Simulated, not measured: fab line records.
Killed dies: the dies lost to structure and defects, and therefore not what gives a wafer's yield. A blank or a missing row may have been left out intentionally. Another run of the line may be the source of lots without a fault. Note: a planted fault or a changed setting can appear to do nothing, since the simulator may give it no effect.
Chamber matching | flow gf180mcu | GF_V3_CVD_00 on hdpcvd-01 has 3 sister chambers
The step deposits SiO2, target thk 600 nm, time 100 s. 6 wafers are shown with their chamber, then 7 later ones without.

## WAFERS WITH THEIR CHAMBER
wafer  | chamber | pressure-mtorr (mTorr) | sih4-flow-sccm (sccm)
L867.6 | 1       | 6.036                  | 60.27
L880.3 | 2       | 5.989                  | 59.83
L880.4 | 1       | 6.015                  | 60.08
L880.5 | 2       | 5.990                  | 59.74
L882.3 | 0       | 6.008                  | 60.27
L882.4 | 0       | 6.004                  | 60.03

## WAFERS WITH NO CHAMBER GIVEN
wafer  | pressure-mtorr (mTorr) | sih4-flow-sccm (sccm)
L882.6 | 6.006                  | 60.06
L884.1 | 5.995                  | 60.22
L884.5 | 5.989                  | 60.27
L884.6 | 5.975                  | 59.62
L885.2 | 5.999                  | 60.10
L885.3 | 5.977                  | 60.09
L885.5 | 5.998                  | 60.28

## EACH ONE'S CHAMBER
wafer  | from the rows above     | in truth
L882.6 | can't be placed: 0 or 1 | 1
L884.1 | 0                       | 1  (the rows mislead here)
L884.5 | can't be placed: 0 or 2 | 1
L884.6 | 2                       | 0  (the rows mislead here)
L885.2 | can't be placed: 0 or 2 | 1
L885.3 | can't be placed: 2 or 0 | 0
L885.5 | can't be placed: 0 or 1 | 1
Correctly placed: 0 of 7. Cannot be placed on the basis of these rows: 5; the candidates contain the true chamber in 3. Wrongly placed: 2.
How it was worked out, from the rows above alone: a wafer's distance from a chamber is the root of the sum, over the readings, of the square of ((its reading less the chamber's mean) divided by the reading's scatter). If the next closest chamber is less than 2 further off than the closest, the wafer can't be placed; otherwise it belongs to the closest. Each chamber's mean is taken over the wafers shown for it. How the scatter is found: for the shown wafers, subtract from each reading the mean of its chamber, square and add these, divide the total by (wafers less chambers), then take the root.
